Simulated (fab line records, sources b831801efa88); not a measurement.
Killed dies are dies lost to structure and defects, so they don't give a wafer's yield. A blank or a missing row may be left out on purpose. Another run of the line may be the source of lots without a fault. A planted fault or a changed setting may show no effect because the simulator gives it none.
Comparing a struck lot with a sound one	flow sfq_line	13 steps out of a route of 325
Sound: the wafers L100.2, L100.5, L100.6. Struck: wafer L108.6 (L108.1, L108.5, from the same lot, were not struck and are left out); the cause is given at the end.
Per side, at each step with rows, come the tool, then ch with its chambers, and then its first start. Under that, the readings that differ: sound wafers	struck wafers	difference of the means	sigmas: that difference in standard deviations of wafers without a fault.
alike: a reading whose means differ by less than 2 such deviations, as well as words and numbers matching on both sides. not compared: withheld readings; readings where some wafer has no value; bounds like >300 that might hide an equal value; numbers whose values overlap and for which the record gives no deviation.
A row with sigmas, a row that says differs or no value, or rows on one side alone: a step with any of these is where the two part. When numbers do not overlap yet have no deviation, they are printed without sigmas and do not part them. Lack of a reading on every wafer of one side parts them only where that side has two or more wafers.

SFQ_TRILAYER_M6_DEP_SPUTTER_157: material Nb, target thk 200 nm, time 133.3 s.
  sound on pvd_sputter-06 at day 70 13:24; struck on pvd_sputter-06 at day 73 02:10
  alike: throttle_valve_pct
SFQ_M6_RS_MEAS_938: the measuring method here is four-point-probe.
  sound on film_metro-03 at day 70 13:31; struck on film_metro-03 at day 73 02:16
  alike: M6_NB_RS
then, 6 steps without rows for these wafers: SFQ_TRILAYER_M6_LITHO_COAT_164 (resist thk 62 nm); SFQ_TRILAYER_M6_LITHO_COAT_159 (resist thk 600 nm); SFQ_TRILAYER_M6_LITHO_SOFTBAKE_163; SFQ_TRILAYER_M6_LITHO_EXPOSE_160 (exposes mask M6, target cd 500 nm); SFQ_TRILAYER_M6_LITHO_PEB_162 (peb time 60 s); SFQ_TRILAYER_M6_LITHO_DEVELOP_161 (time 60 s).
-- the record jumps here: 5 days lie between the struck wafers' starts before and after --
SFQ_M6_OVL_MEAS_940:
  sound on overlay-02 at day 75 03:18; struck on overlay-02 at day 78 04:51
  alike: M6_OVL
SFQ_TRILAYER_M6_BARC_OPEN_METAL_ETCH_206: etches BARC in O2, target depth 125 nm, time 41.7 s.
  sound on rie_metal-02 ch 0,1, day 75 03:20; struck on rie_metal-04 ch 1, day 78 04:53
  alike: bias_w, drypump_motor_current_A, oes_product_au
  not compared: rf_hours_counter_h
SFQ_TRILAYER_M6_ETCH_METAL_ETCH_162: etches Nb in Cl2/Ar, stops on SiO2, target depth 240 nm, time 120 s.
  sound on rie_metal-02 ch 0,1, day 75 03:23; struck on rie_metal-04 ch 1, day 78 04:57
  alike: bias_w, drypump_motor_current_A, oes_product_au
  not compared: rf_hours_counter_h
SFQ_TRILAYER_M6_STRIP_STRIP_163: strips in O2.
  sound on rie_metal-02 ch 0,1, day 75 03:31; struck on rie_metal-04 ch 1, day 78 05:04
reading	sound	struck	difference	sigmas
oes_product_au (a.u.)	0.972 1.007 0.978	1.021	+0.035	+3
overash_fraction	0.65 0.65 0.65	0.39	-0.26	
  alike: drypump_motor_current_A
  not compared: rf_hours_counter_h
then, 1 step without rows for these wafers: SFQ_TRILAYER_M6_STRIP_SOLV_CLEAN_164 (cleans in NMP, time 600 s).

== WHERE THEY PART ==
Only at SFQ_TRILAYER_M6_STRIP_STRIP_163, as far as this record shows.

WHY: what the simulator had put in
rie_metal-04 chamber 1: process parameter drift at SFQ_TRILAYER_M6_STRIP_STRIP_163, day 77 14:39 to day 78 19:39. A move of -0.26 in setting overash_fraction, from 0.65. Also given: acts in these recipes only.
